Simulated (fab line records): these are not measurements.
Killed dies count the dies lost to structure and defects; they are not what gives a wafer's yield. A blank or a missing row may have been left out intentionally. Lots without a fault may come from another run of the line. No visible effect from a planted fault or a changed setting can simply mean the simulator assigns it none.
What tool caused it? | flow sky130 | Sampling: 13 lots, 39 wafers, 4 of 708 route steps

== WHAT THE GAUGES READ, wafer by wafer ==
SKY_LDD_HVN_OVL_MEAS_07. Usual: LDD_HVN_OVL -0.7 nm, standard deviation 1.2.
lot  | measured     | on         | LDD_HVN_OVL (nm) | flag
L232 | day 20 04:35 | overlay-01 | -2.4 0.5 -2.0    |
L233 | day 20 22:02 | overlay-02 | -2.1 -1.5 -1.1   |
L234 | day 21 00:56 | overlay-02 | -0.4 -1.0 -1.0   |
L235 | day 21 08:05 | overlay-02 | -1.9 0.5 -0.4    |
L236 | day 21 15:42 | overlay-02 | 1.9 2.1 1.6      |
L239 | day 23 01:44 | overlay-02 | -1.0 -1.1 -1.2   |
L240 | day 23 08:35 | overlay-02 | - - -            | OFF
L250 | day 27 00:05 | overlay-02 | -1.1 -0.9 -2.0   |
L249 | day 27 02:46 | overlay-02 | -1.7 -0.5 -2.1   |
L252 | day 28 08:27 | overlay-02 | -2.3 -1.2 -0.6   |
L254 | day 28 09:59 | overlay-01 | -1.3 -1.0 1.3    |
L253 | day 28 11:44 | overlay-01 | 0.1 -1.6 0.5     |
L255 | day 28 18:20 | overlay-02 | -1.7 -1.5 -0.6   |

SKY_LDD_HVN_TW_MEAS_10. Usual: LDD_HVN_TW 1439, standard deviation 10.
lot  | measured     | on            | LDD_HVN_TW     | flag
L232 | day 20 04:53 | film-metro-03 | 1443 1453 1449 |
L233 | day 20 22:19 | film-metro-04 | 1427 1425 1428 |
L234 | day 21 01:13 | film-metro-03 | 1455 1453 1446 |
L235 | day 21 08:22 | film-metro-03 | 1449 1447 1451 |
L236 | day 21 15:59 | film-metro-03 | 1453 1439 1447 |
L239 | day 23 02:01 | film-metro-04 | 1428 1431 1425 |
L240 | day 23 08:53 | film-metro-02 | 30 30 30       | OFF
L250 | day 27 00:22 | film-metro-04 | 1444 1434 1438 |
L249 | day 27 03:04 | film-metro-04 | 1442 1449 1432 |
L252 | day 28 08:44 | film-metro-02 | 1436 1433 1435 |
L254 | day 28 10:17 | film-metro-03 | 1444 1459 1448 |
L253 | day 28 12:02 | film-metro-02 | 1433 1437 1435 |
L255 | day 28 18:37 | film-metro-02 | 1437 1428 1436 |

SKY_LDD_LDN_TW_MEAS_13. Usual: LDD_LDN_TW 1484, standard deviation 11.
lot  | measured     | on            | LDD_LDN_TW     | flag
L232 | day 22 18:07 | film-metro-01 | 1509 1502 1494 |
L233 | day 23 12:10 | film-metro-02 | 1470 1478 1474 |
L234 | day 23 16:16 | film-metro-03 | 1484 1482 1489 |
L235 | day 23 22:16 | film-metro-02 | 1477 1481 1476 |
L236 | day 24 06:19 | film-metro-02 | 1473 1478 1479 |
L239 | day 25 15:19 | film-metro-03 | 1485 1476 1481 |
L240 | day 25 20:44 | film-metro-02 | 1808 1799 1811 | OFF
L250 | day 29 10:10 | film-metro-02 | 1478 1476 1470 |
L249 | day 29 11:42 | film-metro-01 | 1518 1505 1506 |
L252 | day 30 17:43 | film-metro-02 | 1465 1472 1480 |
L254 | day 30 19:41 | film-metro-03 | 1486 1495 1483 |
L253 | day 30 20:17 | film-metro-03 | 1493 1490 1494 |
L255 | day 31 03:10 | film-metro-02 | 1482 1483 1480 |

== EACH LOT AND THE TOOL THAT RAN IT (in order: tool; ch and the chambers of the sampled wafers; start) ==
lot  | SKY_LDD_HVN_EXPOSE_04
L232 | iline-stepper-02 ch 0, day 19 13:22
L233 | iline-stepper-01 ch 0, day 20 06:30
L234 | iline-stepper-01 ch 0, day 20 08:50
L235 | iline-stepper-01 ch 0, day 20 16:28
L236 | iline-stepper-01 ch 0, day 21 00:37
L239 | iline-stepper-02 ch 0, day 22 11:14
L240 | iline-stepper-02 ch 0, day 22 17:11
L250 | iline-stepper-02 ch 0, day 26 10:13
L249 | iline-stepper-01 ch 0, day 26 12:34
L252 | iline-stepper-02 ch 0, day 27 18:46
L254 | iline-stepper-02 ch 0, day 27 20:52
L253 | iline-stepper-02 ch 0, day 27 23:01
L255 | iline-stepper-01 ch 0, day 28 04:14
- SKY_LDD_HVN_EXPOSE_04: exposes mask HVNTM, target cd 700 nm.

== AS READ BY THE TOOLS THEMSELVES (means over the sampled wafers that have a number; for cases with no such wafer, the mark the record gives instead) ==
The record holds no such reading with a usual standard deviation.

== THE ANSWER, worked out from the rows above alone ==
Rule: lot off if the mean of its wafers having a number is beyond 3 standard deviations from the usual mean. A lot without any number at a reading at which 4 lots or more have one is off too. All remaining lots with rows at the step are treated as sound. First the gauges in route order, then the tools' own readings, where a lot's mean is used as printed above. At the first step where some lot is off, the reading lying furthest off is the one used; lots without a number count as furthest.
Off: L240, seen at SKY_LDD_HVN_OVL_MEAS_07 (LDD_HVN_OVL). Without a number there: L240.
If a tool, at a process step before that reading, ran all the lots that are off and no sound lot after the first of them, it fits. Not tried: the gauges at SKY_LDD_HVN_OVL_MEAS_07; whatever is off there is also off at SKY_LDD_HVN_TW_MEAS_10, on other tools, and gauge error can't account for it. None of those tried fits.

== WHAT THE SIMULATOR HAD PUT IN ==
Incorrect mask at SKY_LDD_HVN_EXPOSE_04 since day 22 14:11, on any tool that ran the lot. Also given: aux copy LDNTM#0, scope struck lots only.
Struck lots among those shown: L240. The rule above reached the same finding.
